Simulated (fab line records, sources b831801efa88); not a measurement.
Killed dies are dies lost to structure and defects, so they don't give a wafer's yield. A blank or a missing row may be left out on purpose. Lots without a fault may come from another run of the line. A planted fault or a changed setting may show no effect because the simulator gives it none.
A struck lot beside a sound one | flow gf180mcu | 23 steps out of a route of 602
Sound: wafers L521.3, L521.5, L521.6. Struck: wafers L530.2, L530.3, L530.4. The cause comes at the end.
At each step with rows: each side's tool, then ch and its chambers, then its first start. Under that, the readings that differ: sound wafers | struck wafers | difference of the means | sigmas: that difference in standard deviations of wafers without a fault.
alike: readings whose means differ by less than 2 such deviations, and words and numbers that are the same on both sides. not compared: withheld readings, readings that some wafer has no value for, bounds like >300 that may hide the same value, and numbers for which the record gives no deviation and whose values overlap.
The two part at a step that has a row with sigmas, a row that says differs or no value, or rows on one side only. Numbers that don't overlap but have no deviation are shown without sigmas and don't part them. A reading that every wafer of one side lacks parts them only if that side has two wafers or more.

first, 5 steps without rows for these wafers: GF_MVSD_COAT_02 (resist thk 3000 nm); GF_MVSD_SOFTBAKE_03; GF_MVSD_EXPOSE_04 (exposes mask MVSD, target cd 1000 nm); GF_MVSD_PEB_05; GF_MVSD_DEVELOP_06 (develop time 60 s).
GF_MVSD_OVL_MEAS_07:
  sound on overlay-02, day 5 10:50; struck on overlay-02, day 7 15:27
  alike: MVSD_OVL
then, 2 steps without rows for these wafers: GF_MVSD_IMPLANT_08; GF_MVSD_IMPLANT_09.
GF_MVSD_STRIP_10: strips in O2/N2.
  sound on plasma_asher-04 ch 0,1, day 5 11:11; struck on plasma_asher-04 ch 0,1, day 7 15:47
  alike: drypump_motor_current_A, heater_power_w, o2_flow_sccm, oes_product_au, strip_time_to_endpoint_s
  not compared: rf_hours_counter_h
GF_MVSD_TW_MEAS_11:
  sound on film_metro-01, day 5 11:16; struck on film_metro-01, day 7 15:55
  alike: MVSD_TW
then, 2 steps without rows for these wafers: GF_MVPSD_DEHYDRATE_00 (time 60 s); GF_MVPSD_HMDS_01 (prime time 60 s).
GF_MVPSD_COAT_02: resist thk 3000 nm.
  sound on litho_track-03 ch 0, day 5 18:27; struck on litho_track-01 ch 0, day 7 23:59
  reading                                 | sound                | struck               | difference | sigmas
  spin_speed_rpm (rpm)                    | 1998.2 1999.8 1999.5 | 2075.8 2076.4 2076.5 | +77.1      | +70
  model.coat_of_MVPSD_COAT_02.thk_nm (nm) | 3011 3012 3032       | 2953 2951 2950       | -67        |
then, 3 steps without rows for these wafers: GF_MVPSD_SOFTBAKE_03; GF_MVPSD_EXPOSE_04 (exposes mask MVPSD, target cd 1000 nm); GF_MVPSD_PEB_05.
GF_MVPSD_DEVELOP_06: develop time 60 s.
  sound on litho_track-04 ch 0; struck on litho_track-03 ch 0
  reading                                 | sound          | struck         | difference | sigmas
  model.coat_of_MVPSD_COAT_02.thk_nm (nm) | 3009 3011 3031 | 2952 2950 2949 | -67        |
GF_MVPSD_OVL_MEAS_07:
  sound on overlay-02, day 6 02:17; struck on overlay-01, day 8 08:16
  alike: MVPSD_OVL
then, 2 steps without rows for these wafers: GF_MVPSD_IMPLANT_08; GF_MVPSD_IMPLANT_09.
GF_MVPSD_STRIP_10: strips in O2/N2.
  sound on plasma_asher-01 ch 0,1, day 6 02:38; struck on plasma_asher-01 ch 0,1, day 8 08:35
  reading                      | sound             | struck            | difference | sigmas
  strip_time_to_endpoint_s (s) | 37.09 37.08 37.33 | 36.39 36.41 36.38 | -0.77      | -8
  alike: drypump_motor_current_A, heater_power_w, o2_flow_sccm, oes_product_au
  not compared: rf_hours_counter_h
GF_MVPSD_TW_MEAS_11:
  sound on film_metro-04, day 6 02:43; struck on film_metro-02, day 8 08:42
  reading  | sound       | struck      | difference | sigmas
  MVPSD_TW | 546 543 545 | 563 562 558 | +16        | +3
then, 1 step without rows for these wafers: GF_PASSIVATION_PROBE_99.

WHERE THEY PART
First at GF_MVPSD_COAT_02; last, within this record, at GF_MVPSD_TW_MEAS_11.

WHY: what the simulator had put in
Process parameter drift: litho_track-01, from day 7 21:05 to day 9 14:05, at GF_MVPSD_COAT_02. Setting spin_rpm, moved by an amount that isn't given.
